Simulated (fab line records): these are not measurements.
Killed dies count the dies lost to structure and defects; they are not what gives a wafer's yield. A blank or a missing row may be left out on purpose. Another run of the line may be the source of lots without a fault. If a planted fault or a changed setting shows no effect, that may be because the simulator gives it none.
Matching of chambers | flow gf180mcu | cmp-02 running GF_CONTACT_CMP_04: 4 sister chambers
The step polishes SiO2. 8 wafers are shown with their chamber, then 12 later ones without.

== WAFERS, EACH WITH ITS CHAMBER ==
wafer  | chamber | motor-current-A (A) | time-to-endpoint-s (s)
L084.3 | 2       | 13.4                | 108
L085.4 | 2       | 12.7                | 117
L087.3 | 3       | 11.6                | 108
L087.4 | 0       | 12.0                | 112
L087.5 | 1       | 11.9                | 113
L088.1 | 3       | 11.5                | 106
L088.2 | 1       | 12.5                | 98
L088.6 | 0       | 12.2                | 115

== WAFERS MISSING THEIR CHAMBER ==
wafer  | motor-current-A (A) | time-to-endpoint-s (s)
L091.1 | 12.6                | 92
L091.2 | 13.8                | 101
L091.5 | 11.4                | 101
L092.3 | 13.1                | 112
L092.5 | 12.7                | 105
L092.6 | 13.2                | 116
L094.2 | 12.6                | 107
L094.3 | 11.3                | 99
L094.6 | 12.0                | 98
L096.2 | 11.2                | 112
L096.3 | 12.7                | 111
L096.6 | 12.9                | 114

== WHICH CHAMBER EACH WENT THROUGH ==
wafer  | from the rows above               | in truth
L091.1 | can't be placed: 1 or 2 or 0 or 3 | 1
L091.2 | can't be placed: 2 or 1           | 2
L091.5 | can't be placed: 3 or 1 or 0      | 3
L092.3 | 2                                 | 2
L092.5 | can't be placed: 1 or 2 or 0 or 3 | 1
L092.6 | 2                                 | 2
L094.2 | can't be placed: 1 or 2 or 0 or 3 | 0
L094.3 | can't be placed: 3 or 1 or 0      | 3
L094.6 | can't be placed: 1 or 3 or 0      | 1
L096.2 | can't be placed: 3 or 0 or 1      | 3
L096.3 | can't be placed: 2 or 1 or 0      | 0
L096.6 | can't be placed: 2 or 0 or 1      | 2
Correctly placed: 2 of 12. Unplaceable from these rows: 10, with the true chamber sitting among the candidates in 10. Number placed wrongly: 0.
How it was worked out, from the rows above alone: a wafer's distance from a chamber is the root of the sum, over the readings, of the square of ((its reading less the chamber's mean) divided by the reading's scatter). If the next closest chamber is less than 2 further off than the closest, the wafer can't be placed; otherwise it belongs to the closest. Each chamber's mean is taken over the wafers shown for it. How the scatter is found: for the shown wafers, subtract from each reading the mean of its chamber, square and add these, divide the total by (wafers less chambers), then take the root.
